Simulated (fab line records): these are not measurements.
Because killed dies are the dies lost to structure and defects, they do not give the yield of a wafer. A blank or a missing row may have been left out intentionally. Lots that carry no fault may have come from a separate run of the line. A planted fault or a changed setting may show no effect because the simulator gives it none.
fab line records -- flow gf180mcu
[record] lots = 6, wafers = 18, last-day = 34
route steps=602 shown V1@360 M2@362 PASSIVATION@602
lots untouched by any fault: they come from a run of this same line in which no faults occurred
start-h: hours from the record's first day to the start of the lot's first wafer shown -- wait-h: hours from the lot's prior step to this one -- " repeats the value in the row above -- L1.1+2: one row covering several wafers at once -- - no value, or no start given -- * or withheld: withheld -- < > ~ a bound
route shown NAME@n: names a module that has steps shown in the file, with the first one's number in the route -- usual: mean and standard deviation over wafers with no fault -- same: alike in all rows -- chamber/n: place in a boat -- sites: readings site by site -- _std_site: the values' standard deviation -- _edge_site: mean of outer sites minus mean of inner sites -- radius-mm: how far each site lies from the wafer's centre -- mask NAME#n: copy n -- behind: the most recent tool/chamber to have shaped the wafer -- hold: why the lot was held/for how many hours/how that ended -- device: which transistor (n, p or np) failed to switch -- end of line: at the end of the route, the tests of the same wafers -- step lacking rows: just its recipe -- killed: count of dies lost to structure and defects at first sort (not the wafer's yield) -- map: per-die view of a wafer (x killed, . not killed, _ where there is no die)
set.NAME: the run value of the setting; set.NAME@STEP: its run value at that earlier step -- model.NAME: the simulator's own value behind a step, which no gauge read
certain route steps with their lots: each step a table, each wafer a row
services: when a tool's chamber went out of use (start-h, in hours from the record's first day, below 0 if earlier), for how many hours, and the reason
[[steps]]
[step GF_V1_THK_MEAS_25]
[recipe] thk-meas-gauge = xrf, reads = W_of_V1_CVD_23
[usual] V1_W_THK = 357/7.3
lot.wafer,tool,chamber,start-h,wait-h,V1_W_THK[nm]
L711.1,film-metro-01,-,405.09,0.1,367
L711.4,film-metro-01,-,405.09,0.1,375
L711.5,film-metro-01,-,405.09,0.1,365
L714.4,film-metro-02,-,449.90,0.1,354
L714.5,film-metro-02,-,449.90,0.1,359
L714.6,film-metro-02,-,449.90,0.1,359
L725.1,film-metro-01,-,534.87,0.1,354
L725.4,film-metro-01,-,534.87,0.1,352
L725.6,film-metro-01,-,534.87,0.1,353
L727.2,film-metro-01,-,552.30,0.1,361
L727.3,film-metro-01,-,552.30,0.1,364
L727.4,film-metro-01,-,552.30,0.1,359
L733.1,film-metro-01,-,595.38,0.1,366
L733.2,film-metro-01,-,595.38,0.1,364
L733.5,film-metro-01,-,595.38,0.1,363
L734.1,film-metro-02,-,606.32,0.1,352
L734.5,film-metro-02,-,606.32,0.1,351
L734.6,film-metro-02,-,606.32,0.1,351
[step GF_V1_CMP_26]
[recipe] stop-on = SiO2, down-force-psi = 3.5, platen-rpm = 60, t-overpolish-s = 15, target-thk-nm = 0, pad-velocity-m-s = 0.94248
[usual] motor-current-A = 10.6/1.1, overpolish-run-s = 15.000/0.01, time-to-endpoint-s = 86/4
lot.wafer,tool,chamber,start-h,wait-h,motor-current-A,overpolish-run-s,time-to-endpoint-s
L711.1,cmp-01,0,405.25,0.2,9.9,15.001,93
L711.4,cmp-01,3,405.25,0.2,9.7,15.007,89
L711.5,cmp-01,1,405.25,0.2,8.7,14.990,88
L714.4,cmp-01,0,449.93,0.0,9.7,15.006,91
L714.6,cmp-01,0,449.93,0.0,10.2,14.985,95
L714.5,cmp-01,1,449.93,0.0,8.9,14.984,87
L725.1,cmp-01,2,534.98,0.1,11.3,15.002,79
L725.4,cmp-01,0,534.98,0.1,9.7,14.986,88
L725.6,cmp-01,2,534.98,0.1,11.7,15.010,83
L727.2,cmp-01,1,552.40,0.1,9.0,15.001,85
L727.3,cmp-01,2,552.40,0.1,11.6,14.998,82
L727.4,cmp-01,3,552.40,0.1,9.5,14.997,82
L733.1,cmp-02,1,595.54,0.1,10.6,14.985,90
L733.2,cmp-02,2,595.54,0.1,9.6,15.007,84
L733.5,cmp-02,3,595.54,0.1,11.2,15.013,82
L734.1,cmp-01,1,606.66,0.3,9.2,15.004,84
L734.6,cmp-01,3,606.66,0.3,10.2,15.012,80
L734.5,cmp-01,0,606.66,0.3,10.2,15.012,90
[step GF_M2_SPUTTER_00]
[recipe] material = Ti, target-thk-nm = 37.5, arriving-ion-energy-ev = 80, substrate-temp-c = 200, chamber-pressure-pa = 2, power-w = 4000, time-s = 150
[step GF_M2_SPUTTER_01]
[recipe] material = TiN, target-thk-nm = 30, power-w = 6500, time-s = 25, chamber-pressure-pa = 0.4
[usual] throttle-valve-pct = 29.7/0.7
lot.wafer,tool,chamber,start-h,wait-h,throttle-valve-pct
L711.1,pvd-sputter-01,-,405.65,0.1,30.7
L711.4,pvd-sputter-01,-,405.65,0.1,29.2
L711.5,pvd-sputter-01,-,405.65,0.1,29.6
L714.4,pvd-sputter-03,-,450.33,0.1,28.9
L714.5,pvd-sputter-03,-,450.33,0.1,29.1
L714.6,pvd-sputter-03,-,450.33,0.1,29.1
L725.1,pvd-sputter-03,-,535.33,0.1,29.2
L725.4,pvd-sputter-03,-,535.33,0.1,28.9
L725.6,pvd-sputter-03,-,535.33,0.1,29.3
L727.2,pvd-sputter-04,-,552.75,0.1,29.0
L727.3,pvd-sputter-04,-,552.75,0.1,30.3
L727.4,pvd-sputter-04,-,552.75,0.1,31.1
L733.1,pvd-sputter-03,-,595.84,0.1,29.1
L733.2,pvd-sputter-03,-,595.84,0.1,29.3
L733.5,pvd-sputter-03,-,595.84,0.1,29.2
L734.1,pvd-sputter-03,-,606.96,0.1,29.1
L734.5,pvd-sputter-03,-,606.96,0.1,29.0
L734.6,pvd-sputter-03,-,606.96,0.1,29.4
[step GF_M2_SPUTTER_02]
[recipe] material = AlCu, target-thk-nm = 450, power-w = 10600, time-s = 23.9, chamber-pressure-pa = 0.4
[step GF_M2_SPUTTER_03]
[recipe] material = Ti, target-thk-nm = 10, substrate-temp-c = 300, chamber-pressure-pa = 0.3053, power-w = 3000, time-s = 6.7
[usual] throttle-valve-pct = 29.7/0.69
lot.wafer,tool,chamber,start-h,wait-h,throttle-valve-pct
L711.1,pvd-sputter-01,-,405.71,0.0,30.3
L711.4,pvd-sputter-01,-,405.71,0.0,29.0
L711.5,pvd-sputter-01,-,405.71,0.0,29.5
L714.4,pvd-sputter-03,-,450.39,0.0,28.9
L714.5,pvd-sputter-03,-,450.39,0.0,29.1
L714.6,pvd-sputter-03,-,450.39,0.0,29.2
L725.1,pvd-sputter-03,-,535.39,0.0,29.2
L725.4,pvd-sputter-03,-,535.39,0.0,29.2
L725.6,pvd-sputter-03,-,535.39,0.0,29.2
L727.2,pvd-sputter-04,-,552.81,0.0,28.7
L727.3,pvd-sputter-04,-,552.81,0.0,30.0
L727.4,pvd-sputter-04,-,552.81,0.0,30.8
L733.1,pvd-sputter-03,-,595.90,0.0,29.2
L733.2,pvd-sputter-03,-,595.90,0.0,29.2
L733.5,pvd-sputter-03,-,595.90,0.0,29.2
L734.1,pvd-sputter-03,-,607.02,0.0,29.0
L734.5,pvd-sputter-03,-,607.02,0.0,29.1
L734.6,pvd-sputter-03,-,607.02,0.0,29.3
[step GF_M2_SPUTTER_04]
[recipe] material = TiN, target-thk-nm = 50, power-w = 6500, time-s = 41.7, chamber-pressure-pa = 0.4
[usual] throttle-valve-pct = 29.7/0.7
lot.wafer,tool,chamber,start-h,wait-h,throttle-valve-pct
L711.1,pvd-sputter-01,-,405.73,0.0,30.5
L711.4,pvd-sputter-01,-,405.73,0.0,29.0
L711.5,pvd-sputter-01,-,405.73,0.0,29.6
L714.4,pvd-sputter-03,-,450.41,0.0,29.0
L714.5,pvd-sputter-03,-,450.41,0.0,29.3
L714.6,pvd-sputter-03,-,450.41,0.0,29.0
L725.1,pvd-sputter-03,-,535.41,0.0,29.1
L725.4,pvd-sputter-03,-,535.41,0.0,29.0
L725.6,pvd-sputter-03,-,535.41,0.0,29.1
L727.2,pvd-sputter-04,-,552.84,0.0,28.9
L727.3,pvd-sputter-04,-,552.84,0.0,30.1
L727.4,pvd-sputter-04,-,552.84,0.0,31.0
L733.1,pvd-sputter-03,-,595.92,0.0,29.0
L733.2,pvd-sputter-03,-,595.92,0.0,29.0
L733.5,pvd-sputter-03,-,595.92,0.0,29.0
L734.1,pvd-sputter-03,-,607.04,0.0,29.1
L734.5,pvd-sputter-03,-,607.04,0.0,28.9
L734.6,pvd-sputter-03,-,607.04,0.0,29.0
[step GF_M2_RS_MEAS_05]
[recipe] thk-meas-gauge = four-point-probe, reads = TiN_of_M2_SPUTTER_04+Ti_of_M2_SPUTTER_03+AlCu_of_M2_SPUTTER_02+TiN_of_M2_SPUTTER_01+Ti_of_M2_SPUTTER_00
[usual] M2_ALCU_RS = 0.0697/0.00072
lot.wafer,tool,chamber,start-h,wait-h,M2_ALCU_RS[ohm/sq]
L711.1,film-metro-01,-,405.77,0.0,0.0702
L711.4,film-metro-01,-,405.77,0.0,0.0699
L711.5,film-metro-01,-,405.77,0.0,0.0694
L714.4,film-metro-04,-,450.51,0.1,0.0693
L714.5,film-metro-04,-,450.51,0.1,0.0698
L714.6,film-metro-04,-,450.51,0.1,0.0699
L725.1,film-metro-01,-,535.45,0.0,0.0692
L725.4,film-metro-01,-,535.45,0.0,0.0686
L725.6,film-metro-01,-,535.45,0.0,0.0686
L727.2,film-metro-01,-,552.90,0.0,0.0702
L727.3,film-metro-01,-,552.90,0.0,0.0694
L727.4,film-metro-01,-,552.90,0.0,0.0687
L733.1,film-metro-01,-,595.96,0.0,0.0699
L733.2,film-metro-01,-,595.96,0.0,0.0691
L733.5,film-metro-01,-,595.96,0.0,0.0697
L734.1,film-metro-04,-,607.08,0.0,0.0693
L734.5,film-metro-04,-,607.08,0.0,0.0684
L734.6,film-metro-04,-,607.08,0.0,0.0694
[step GF_M2_THK_MEAS_06]
[recipe] thk-meas-gauge = xrf, reads = AlCu_of_M2_SPUTTER_02
[usual] M2_ALCU_THK = 434/5.3
lot.wafer,tool,chamber,start-h,wait-h,M2_ALCU_THK[nm]
L711.1,film-metro-01,-,405.89,0.1,432
L711.4,film-metro-01,-,405.89,0.1,433
L711.5,film-metro-01,-,405.89,0.1,437
L714.4,film-metro-04,-,450.60,0.1,439
L714.5,film-metro-04,-,450.60,0.1,434
L714.6,film-metro-04,-,450.60,0.1,437
L725.1,film-metro-01,-,535.57,0.1,437
L725.4,film-metro-01,-,535.57,0.1,445
L725.6,film-metro-01,-,535.57,0.1,442
L727.2,film-metro-01,-,553.01,0.1,431
L727.3,film-metro-01,-,553.01,0.1,436
L727.4,film-metro-01,-,553.01,0.1,438
L733.1,film-metro-01,-,596.08,0.1,434
L733.2,film-metro-01,-,596.08,0.1,440
L733.5,film-metro-01,-,596.08,0.1,435
L734.1,film-metro-04,-,607.20,0.1,440
L734.5,film-metro-04,-,607.20,0.1,444
L734.6,film-metro-04,-,607.20,0.1,439
[step GF_M2_DEHYDRATE_07]
[recipe] temp-c = 200, time-s = 60
[step GF_M2_HMDS_08]
[recipe] prime-time-s = 60, prime-temp-c = 120
[step GF_M2_COAT_09]
[recipe] resist = KrF, spin-rpm = withheld, resist-thk-nm = 1000
[step GF_M2_SOFTBAKE_10]
[recipe] temp-c = 130, time-s = 60, resist = KrF
[usual] heater-power-total-W = 93.05/0.063, plate-temp-C = 129.99/0.13
lot.wafer,tool,chamber,start-h,wait-h,heater-power-total-W,plate-temp-C,model.KrF_of_M2_COAT_09.thk-nm
L711.1,litho-track-02,0,417.02,0.1,93.08,130.00,1006
L711.4,litho-track-02,0,417.02,0.1,92.89,129.86,1005
L711.5,litho-track-02,0,417.02,0.1,93.07,129.96,1005
L714.4,litho-track-01,0,461.88,0.1,93.04,130.06,999.2
L714.5,litho-track-01,0,461.88,0.1,93.12,130.07,1003
L714.6,litho-track-01,0,461.88,0.1,93.02,130.03,1003
L725.1,litho-track-01,0,546.00,0.1,101.75,139.30,988.7
L725.4,litho-track-01,0,546.00,0.1,101.84,139.28,987.9
L725.6,litho-track-01,0,546.00,0.1,101.87,139.43,988.3
L727.2,litho-track-01,0,563.37,0.1,101.80,139.22,986.5
L727.3,litho-track-01,0,563.37,0.1,101.80,139.39,983.2
L727.4,litho-track-01,0,563.37,0.1,101.87,139.25,985.9
L733.1,litho-track-02,0,606.21,0.1,92.98,129.85,1003
L733.2,litho-track-02,0,606.21,0.1,93.00,130.05,999.1
L733.5,litho-track-02,0,606.21,0.1,93.02,129.75,1001
L734.1,litho-track-02,0,618.01,0.1,93.09,129.92,998.1
L734.5,litho-track-02,0,618.01,0.1,92.99,129.91,995.9
L734.6,litho-track-02,0,618.01,0.1,93.07,129.81,996.9
[step GF_M2_EXPOSE_11]
[recipe] mask-id = Metal2, target-cd-nm = 280, na = 0.68, source-shape = conventional, sigma-outer = 0.6, dose-mj = 28
[step GF_M2_PEB_12]
[recipe] peb-temp-c = 135, peb-time-s = 90, resist = KrF
[step GF_M2_DEVELOP_13]
[recipe] develop-time-s = 60, dev-temp-c = 21
[step GF_M2_CD_MEAS_14]
[recipe] target-cd-nm = 280
[usual] cd-nm = 279.7/1.1
lot.wafer,tool,chamber,start-h,wait-h,cd-nm
L711.1,cd-sem-02,-,428.95,0.1,279.5
L711.4,cd-sem-02,-,428.95,0.1,279.1
L711.5,cd-sem-02,-,428.95,0.1,280.2
L714.4,cd-sem-01,-,474.16,0.1,279.4
L714.5,cd-sem-01,-,474.16,0.1,280.1
L714.6,cd-sem-01,-,474.16,0.1,278.6
L725.1,cd-sem-02,-,557.30,0.1,249.2
L725.4,cd-sem-02,-,557.30,0.1,246.2
L725.6,cd-sem-02,-,557.30,0.1,248.5
L727.2,cd-sem-01,-,574.97,0.1,247.2
L727.3,cd-sem-01,-,574.97,0.1,246.9
L727.4,cd-sem-01,-,574.97,0.1,247.7
L733.1,cd-sem-01,-,616.36,0.1,280.8
L733.2,cd-sem-01,-,616.36,0.1,280.2
L733.5,cd-sem-01,-,616.36,0.1,279.9
L734.1,cd-sem-01,-,628.61,0.1,281.0
L734.5,cd-sem-01,-,628.61,0.1,281.0
L734.6,cd-sem-01,-,628.61,0.1,280.3
[step GF_M2_OVL_MEAS_15]
[usual] M2_OVL = -3/6.2
lot.wafer,tool,chamber,start-h,wait-h,M2_OVL[nm]
L711.1,overlay-01,-,429.07,0.1,0
L711.4,overlay-01,-,429.07,0.1,-4
L711.5,overlay-01,-,429.07,0.1,-5
L714.4,overlay-01,-,474.24,0.1,-7
L714.5,overlay-01,-,474.24,0.1,-10
L714.6,overlay-01,-,474.24,0.1,-6
L725.1,overlay-02,-,557.42,0.1,10
L725.4,overlay-02,-,557.42,0.1,4
L725.6,overlay-02,-,557.42,0.1,3
L727.2,overlay-01,-,575.08,0.1,-9
L727.3,overlay-01,-,575.08,0.1,-10
L727.4,overlay-01,-,575.08,0.1,-10
L733.1,overlay-02,-,616.48,0.1,-8
L733.2,overlay-02,-,616.48,0.1,-1
L733.5,overlay-02,-,616.48,0.1,1
L734.1,overlay-02,-,628.73,0.1,3
L734.5,overlay-02,-,628.73,0.1,-4
L734.6,overlay-02,-,628.73,0.1,2
[step GF_M2_METAL_ETCH_16]
[recipe] chemistry = Cl2/BCl3, mask-material = KrF, target-depth-nm = 627.5, stop-on = SiO2, pressure-mtorr = 8, icp-w = 800, bias-w = 140, Cl2_flow_sccm = 80, bcl3-flow-sccm = 40, time-s = 104.6
[usual] chamber-pressure-mTorr = 8.001/0.0071, drypump-motor-current-A = 6.0/0.32, oes-product-au = 0.970/0.0057, throttle-valve-pct = 28.252/0.0091
lot.wafer,tool,chamber,start-h,wait-h,chamber-pressure-mTorr,drypump-motor-current-A,oes-product-au,rf-hours-counter-h,throttle-valve-pct,model.M2.cd-nm,model.KrF_of_M2_COAT_09.thk-nm
L711.1,rie-metal-03,1,429.11,0.0,8.011,5.5,0.969,10,28.257,272.5,739.5
L711.4,rie-metal-03,0,429.11,0.0,7.997,6.4,0.973,-,28.257,279.3,736.4
L711.5,rie-metal-03,1,429.11,0.0,8.003,5.5,0.973,-,28.235,273.1,737.7
L714.4,rie-metal-01,1,474.29,0.0,8.001,6.0,0.981,-,28.256,282.6,732.8
L714.5,rie-metal-01,0,474.29,0.0,8.012,5.7,0.969,-,28.259,278.9,738.6
L714.6,rie-metal-01,1,474.29,0.0,7.999,6.0,0.971,-,28.254,279.7,736.5
L725.1,rie-metal-03,1,557.45,0.0,8.012,5.5,0.972,0,28.240,248.2,726.7
L725.4,rie-metal-03,1,557.45,0.0,8.012,5.5,0.980,-,28.253,245.7,724.4
L725.6,rie-metal-03,1,557.45,0.0,7.984,5.5,0.967,-,28.240,248,727.3
L727.2,rie-metal-01,0,575.11,0.0,8.013,5.7,0.968,3,28.252,247.5,722.6
L727.3,rie-metal-01,1,575.11,0.0,8.007,6.0,0.975,-,28.261,253.6,719.8
L727.4,rie-metal-01,0,575.11,0.0,8.003,5.7,0.975,-,28.256,247.8,725
L733.1,rie-metal-02,0,616.52,0.0,7.993,6.4,0.971,8,28.262,286.3,733.8
L733.2,rie-metal-02,1,616.52,0.0,7.999,6.1,0.968,5,28.249,277,732.1
L733.5,rie-metal-02,0,616.52,0.0,7.992,6.3,0.967,-,28.240,285.8,733.4
L734.1,rie-metal-02,1,628.77,0.0,7.986,6.1,0.967,5,28.249,275.4,731.1
L734.5,rie-metal-02,1,628.77,0.0,7.991,6.1,0.981,-,28.233,276,729.4
L734.6,rie-metal-02,0,628.77,0.0,7.995,6.3,0.977,-,28.248,288.3,728
[step GF_M2_STRIP_17]
[recipe] chemistry = O2/N2, power-w = 1400, pressure-mtorr = 1500, platen-temp-c = 250, o2-flow-sccm = 3000, n2-flow-sccm = 300, overash-fraction = 0.5
[usual] chamber-pressure-mTorr = 1500.3/1.3, drypump-motor-current-A = 5.9/0.49, heater-power-w = 321/36, oes-product-au = 0.556/0.0049, strip-time-to-endpoint-s = 7.85/0.041
lot.wafer,tool,chamber,start-h,wait-h,chamber-pressure-mTorr,drypump-motor-current-A,heater-power-w,oes-product-au,rf-hours-counter-h,strip-time-to-endpoint-s
L711.1,plasma-asher-03,1,429.22,0.1,1501.0,6.2,351,0.566,80,7.91
L711.4,plasma-asher-03,1,429.22,0.1,1500.6,6.3,345,0.558,-,7.90
L711.5,plasma-asher-03,1,429.22,0.1,1499.6,6.3,358,0.558,-,7.90
L714.4,plasma-asher-03,0,474.40,0.1,1501.2,5.7,353,0.556,-,7.85
L714.5,plasma-asher-03,0,474.40,0.1,1501.0,5.7,364,0.559,-,7.90
L714.6,plasma-asher-03,1,474.40,0.1,1500.3,6.3,350,0.555,-,7.90
L725.1,plasma-asher-03,0,557.60,0.1,1496.5,5.7,360,0.558,93,7.79
L725.4,plasma-asher-03,0,557.60,0.1,1501.1,5.6,371,0.546,-,7.76
L725.6,plasma-asher-03,0,557.60,0.1,1501.5,5.6,365,0.554,-,7.79
L727.2,plasma-asher-03,0,575.22,0.1,1500.5,5.7,371,0.552,95,7.77
L727.3,plasma-asher-03,1,575.22,0.1,1500.9,6.3,351,0.554,-,7.73
L727.4,plasma-asher-03,0,575.22,0.1,1500.1,5.7,367,0.546,-,7.78
L733.1,plasma-asher-03,1,616.63,0.1,1497.8,6.3,359,0.551,100,7.86
L733.2,plasma-asher-03,0,616.63,0.1,1499.6,5.6,370,0.561,100,7.85
L733.5,plasma-asher-03,1,616.63,0.1,1502.4,6.3,352,0.565,-,7.86
L734.1,plasma-asher-03,1,628.88,0.1,1500.0,6.3,357,0.549,101,7.82
L734.5,plasma-asher-03,0,628.88,0.1,1501.3,5.6,371,0.555,-,7.82
L734.6,plasma-asher-03,1,628.88,0.1,1501.9,6.3,351,0.554,-,7.82
[step GF_PASSIVATION_PROBE_99]
lot.wafer,tool,chamber,start-h,wait-h,model.etest.met2.width-nm,model.etest.met2.line-ohm-um
L711.1,prober-02,-,667.39,0.1,275.9,0.2629
L711.4,prober-02,-,667.54,0.2,279.6,0.2602
L711.5,prober-02,-,667.59,0.2,276.1,0.2596
L714.4,prober-02,-,700.89,0.2,282.2,0.2533
L714.5,prober-02,-,700.94,0.2,279.7,0.2551
L714.6,prober-02,-,700.99,0.2,282.7,0.2522
L725.1,prober-01,-,766.25,0.1,247.6,0.2866
L725.4,prober-01,-,766.40,0.2,242.7,0.2904
L725.6,prober-01,-,766.50,0.2,247.4,0.2874
L727.2,prober-01,-,781.99,0.1,248.4,0.2925
L727.3,prober-01,-,782.04,0.2,252.7,0.2832
L727.4,prober-01,-,782.09,0.2,245.1,0.2867
L733.1,prober-01,-,808.41,0.1,287.8,0.2527
L733.2,prober-01,-,808.46,0.1,275.6,0.2584
L733.5,prober-01,-,808.61,0.2,284,0.2534
L734.1,prober-02,-,815.97,0.1,273,0.2625
L734.5,prober-02,-,816.17,0.2,279.3,0.2519
L734.6,prober-02,-,816.22,0.2,282.9,0.2545
// killed by level:class
L711.1 V2:geometric-particle:open=9 V1:geometric-particle:open=5 V3:geometric-particle:open=5 V5:geometric-particle:open=5 STI:geometric-particle:short=3 V4:geometric-particle:open=3 CONTACT:geometric-particle:open=2 M3:geometric-particle:short=2
L711.4 V2:geometric-particle:open=5 STI:geometric-particle:short=3 POLY_GATE:geometric-particle:open=3 V1:geometric-particle:open=3 V4:geometric-particle:short=3 V5:geometric-particle:open=3 V3:geometric-particle:short=2 V3:geometric-particle:open=2
L711.5 V2:geometric-particle:open=9 V3:geometric-particle:open=7 V1:geometric-particle:open=6 V1:geometric-particle:short=3 V5:geometric-particle:open=3 STI:geometric-particle:open=2 POLY_GATE:geometric-particle:short=2 CONTACT:geometric-particle:short=2
L714.4 V3:geometric-particle:open=6 CONTACT:geometric-particle:open=5 V4:geometric-particle:open=5 M4:geometric-particle:short=4 V5:geometric-particle:open=3 CONTACT:geometric-particle:short=2 M2:geometric-particle:short=2 V3:geometric-particle:short=2
L714.5 V2:geometric-particle:open=5 CONTACT:geometric-particle:open=4 V1:geometric-particle:open=4 V3:geometric-particle:short=4 V3:geometric-particle:open=4 V1:geometric-particle:short=3 V2:geometric-particle:short=3 M4:geometric-particle:short=3
L714.6 V5:geometric-particle:short=5 V2:geometric-particle:open=4 CONTACT:geometric-particle:open=4 V3:geometric-particle:open=4 M1:geometric-particle:short=3 V1:geometric-particle:short=3 V1:geometric-particle:open=3 M4:geometric-particle:short=3
L733.1 V4:geometric-particle:short=6 CONTACT:geometric-particle:short=4 V3:geometric-particle:open=4 STI:geometric-particle:short=3 CONTACT:geometric-particle:open=3 V1:geometric-particle:short=3 V2:geometric-particle:short=3 V4:geometric-particle:open=3
L733.2 CONTACT:geometric-particle:open=9 STI:geometric-particle:short=4 CONTACT:geometric-particle:short=4 V1:geometric-particle:open=4 STI:geometric-particle:open=3 V2:geometric-particle:open=3 V3:geometric-particle:short=3 M1:geometric-particle:short=2
L733.5 CONTACT:geometric-particle:open=10 V1:geometric-particle:open=7 V5:geometric-particle:short=6 STI:geometric-particle:open=3 V4:geometric-particle:open=3 STI:geometric-particle:short=2 M1:geometric-particle:short=2 M2:geometric-particle:short=2
L734.1 CONTACT:geometric-particle:open=6 V5:geometric-particle:open=5 V2:geometric-particle:open=4 M4:geometric-particle:short=3 V4:geometric-particle:open=3 V5:geometric-particle:short=3 STI:geometric-particle:open=2 M1:geometric-particle:short=2
L734.5 V2:geometric-particle:open=11 CONTACT:geometric-particle:open=7 V1:geometric-particle:open=6 V5:geometric-particle:short=4 STI:geometric-particle:short=3 STI:geometric-particle:open=2 M1:geometric-particle:short=2 V3:geometric-particle:open=2
L734.6 CONTACT:geometric-particle:open=9 V2:geometric-particle:open=8 V4:geometric-particle:open=6 V5:geometric-particle:open=5 M1:geometric-particle:short=4 V1:geometric-particle:short=4 V3:geometric-particle:open=4 V1:geometric-particle:open=3
[[services]]
tool,chamber,start-h,hours,kind
pvd-sputter-04,-,385.54,6.6,repair
plasma-asher-03,-,388.90,3.3,repair
cmp-02,-,389.41,12.9,repair
cmp-02,-,404.00,4.0,pm
pvd-sputter-03,-,411.34,0.6,repair
pvd-sputter-04,-,415.50,3.3,repair
pvd-sputter-03,-,416.12,3.4,repair
cmp-01,-,422.69,0.8,repair
cmp-02,-,461.91,3.0,repair
cmp-01,-,484.61,3.4,repair
pvd-sputter-03,-,504.33,1.9,repair
pvd-sputter-03,-,506.10,1.4,repair
cmp-01,-,509.36,8.2,pm
pvd-sputter-04,-,526.63,2.8,repair
pvd-sputter-03,-,562.46,2.1,repair
rie-metal-01,-,562.64,1.3,repair
rie-metal-03,-,568.60,2.8,pm
pvd-sputter-04,-,570.96,2.2,repair
cmp-01,-,572.13,4.0,pm
plasma-asher-03,-,586.01,2.2,repair
rie-metal-02,1,591.47,3.8,repair
pvd-sputter-03,-,597.00,3.0,repair
pvd-sputter-03,-,599.05,1.1,repair
rie-metal-02,-,608.14,0.5,repair
[[key]]
[first-sign] step = GF_M2_SOFTBAKE_10, reading = heater-power-total-W, direction = up, sigmas = 99+, usual = 93.05, struck = 101.82
[effect] step = GF_M2_SOFTBAKE_10, reading = plate-temp-C, direction = up, sigmas = 71, usual = *, struck = *
[effect] step = GF_M2_CD_MEAS_14, reading = cd-nm, direction = down, sigmas = 30, usual = 279.7, struck = 247.6
[model-effect] step = GF_M2_SOFTBAKE_10, value = KrF_of_M2_COAT_09.thk-nm, without = 997.7, struck = 986.7
[model-effect] step = GF_M2_METAL_ETCH_16, value = M2.cd-nm, without = 280.2, struck = 248.5
[model-effect] step = GF_PASSIVATION_PROBE_99, value = etest.met2.width-nm, without = 279.1, struck = 247.3
met-at GF_M2_SOFTBAKE_10
struck-wafers L725.1,L725.4,L725.6,L727.2,L727.3,L727.4
sort-left-out L725.1,L725.4,L725.6,L727.2,L727.3,L727.4
onset-between 461.88 546.00
[fault] kind = process-parameter-drift, tool = litho-track-01, chamber = -, onset-h = 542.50, steps = GF_M2_SOFTBAKE_10, channel = temp-c, offset = *, shape = step, end-h = 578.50, acts-in = *, stated = *
// sort-left-out: the simulated sort isn't trusted on such a fault, so these wafers' sort isn't shown, and their yield isn't known
